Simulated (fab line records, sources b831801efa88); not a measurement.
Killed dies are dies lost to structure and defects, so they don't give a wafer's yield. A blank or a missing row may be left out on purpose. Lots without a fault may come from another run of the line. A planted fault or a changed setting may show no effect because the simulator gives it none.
A struck lot beside a sound one | flow sky130 | 21 steps out of a route of 708
Sound: wafers L376.4, L376.5, L376.6. Struck: wafer L382.2. (L382.3, L382.5 of the same lot were not struck and are left out.) The cause comes at the end.
At each step with rows: each side's tool, then ch and its chambers, then its first start. Under that, the readings that differ: sound wafers | struck wafers | difference of the means | sigmas: that difference in standard deviations of wafers without a fault.
alike: readings whose means differ by less than 2 such deviations, and words and numbers that are the same on both sides. not compared: withheld readings, readings that some wafer has no value for, bounds like >300 that may hide the same value, and numbers for which the record gives no deviation and whose values overlap.
The two part at a step that has a row with sigmas, a row that says differs or no value, or rows on one side only. Numbers that don't overlap but have no deviation are shown without sigmas and don't part them. A reading that every wafer of one side lacks parts them only if that side has two wafers or more.

SKY_SD_N_RS_MEAS_17: measures by four-point-probe.
  sound on film_metro-01, day 28 17:05; struck on film_metro-03, day 30 09:17
  alike: SD_P_RS
SKY_SD_N_RS_MEAS_18: measures by four-point-probe.
  sound on film_metro-01, day 28 17:12; struck on film_metro-03, day 30 09:25
  alike: RES_XHIGH_RS
then, 2 steps without rows for these wafers: SKY_SALICIDE_CLEAN_00 (cleans in HF-last, time 30 s); SKY_LI_CONTACT_HDPCVD_00 (deposits PSG, target thk 930 nm, time 155 s).
SKY_LI_CONTACT_THK_MEAS_01:
  sound on film_metro-03, day 28 17:25; struck on film_metro-01, day 30 09:38
  alike: LI_CONTACT_HDPCVD_THK
SKY_LI_CONTACT_CMP_02: polishes PSG.
  sound on cmp-02 ch 0,2,3, day 28 17:35; struck on cmp-01 ch 2, day 30 09:41
  alike: motor_current_A, retaining_ring_pressure_frac, time_to_endpoint_s
SKY_LI_CONTACT_BOW_MEAS_03:
  sound on film_metro-03, day 28 17:48; struck on film_metro-01, day 30 10:01
  alike: LI_CONTACT_BOW
then, 5 steps without rows for these wafers: SKY_LI_CONTACT_DEHYDRATE_04 (time 60 s); SKY_LI_CONTACT_HMDS_05 (prime time 60 s); SKY_LI_CONTACT_COAT_06 (resist thk 60 nm); SKY_LI_CONTACT_COAT_07 (resist thk 450 nm); SKY_LI_CONTACT_SOFTBAKE_08 (time 90 s).
SKY_LI_CONTACT_EXPOSE_09: exposes mask LICM1, target cd 170 nm.
  sound on krf_scanner-02 ch 0, day 29 08:19; struck on krf_scanner-02 ch 0, day 30 23:52
  alike: mask, focus_offset_nm
then, 2 steps without rows for these wafers: SKY_LI_CONTACT_PEB_10; SKY_LI_CONTACT_DEVELOP_11 (develop time 60 s).
SKY_LI_CONTACT_CD_MEAS_12: target cd 170 nm.
  sound on cd_sem-01, day 29 21:30; struck on cd_sem-01, day 31 13:26
  reading    | sound             | struck | difference | sigmas
  cd_nm (nm) | 168.9 168.0 168.0 | 163.2  | -5.1       | -4
SKY_LI_CONTACT_OVL_MEAS_13:
  sound on overlay-01, day 29 21:35; struck on overlay-02, day 31 13:32
  alike: LI_CONTACT_OVL
SKY_LI_CONTACT_ETCH_14: etches BARC in N2/H2, stops on SiO2, time 45.9 s, target depth 60 nm.
  sound on rie_diel-04 ch 0,3, day 29 21:36; struck on rie_diel-02 ch 3, day 31 13:34
  reading                        | sound                | struck | difference | sigmas
  chamber_pressure_mTorr (mTorr) | 29.952 30.022 29.971 | 29.909 | -0.073     | -2
  model.LI_CONTACT.cd_nm (nm)    | 168.7 168.2 167.8    | 163.8  | -4.4       |
  alike: bias_w, drypump_motor_current_A, oes_product_au, throttle_valve_pct
  not compared: rf_hours_counter_h
SKY_LI_CONTACT_ETCH_15: etches PSG in C4F8/O2/Ar, stops on Si, target depth 600 nm.
  sound on rie_diel-04 ch 0,3, day 29 21:38; struck on rie_diel-02 ch 3, day 31 13:36
  reading                     | sound           | struck | difference | sigmas
  model.LI_CONTACT.cd_nm (nm) | 168.2 168 167.4 | 163.7  | -4.2       |
  alike: bias_w, chamber_pressure_mTorr, oes_product_au
SKY_LI_CONTACT_STRIP_16: strips in O2/N2.
  sound on plasma_asher-04 ch 0,1, day 29 21:48; struck on plasma_asher-02 ch 0, day 31 13:41
  reading                     | sound       | struck | difference                   | sigmas
  drypump_motor_current_A (A) | 5.9 5.0 5.9 | 6.7    | +1.1                         | +2
  rf_hours_counter_h (h)      | - - -       | 61     | no value on the sound wafers |
  alike: chamber_pressure_mTorr, oes_product_au, strip_time_to_endpoint_s
-- the record jumps here: 16 days lie between the struck wafers' starts before and after (it left off in module LI_CONTACT and takes up again in module PAD_OPEN, whose first step shown is number 708 of the route) --
SKY_PAD_OPEN_PROBE_99:
  sound on prober-02, day 46 06:07; struck on prober-01, day 47 11:50
  reading                        | sound             | struck | difference | sigmas
  model.etest.licon_ndiff.rc_ohm | 181.7 186.5 186.4 | 193.5  | +8.6       |
  model.etest.licon_poly.rc_ohm  | 157.3 155.7 152.1 | 160.4  | +5.4       |
  alike: killed_at_M0_to_M3, killed_at_M4_up, killed_at_contacts, killed_at_front_end, killed_at_other, killed_dies, killed_on_rim, killed_open, killed_short
  not compared: model.etest.licon_pdiff.rc_ohm

WHERE THEY PART
First at SKY_LI_CONTACT_CD_MEAS_12; last, within this record, at SKY_LI_CONTACT_STRIP_16. Later steps at which nothing parts them and some readings are alike: SKY_PAD_OPEN_PROBE_99.

WHY: what the simulator had put in
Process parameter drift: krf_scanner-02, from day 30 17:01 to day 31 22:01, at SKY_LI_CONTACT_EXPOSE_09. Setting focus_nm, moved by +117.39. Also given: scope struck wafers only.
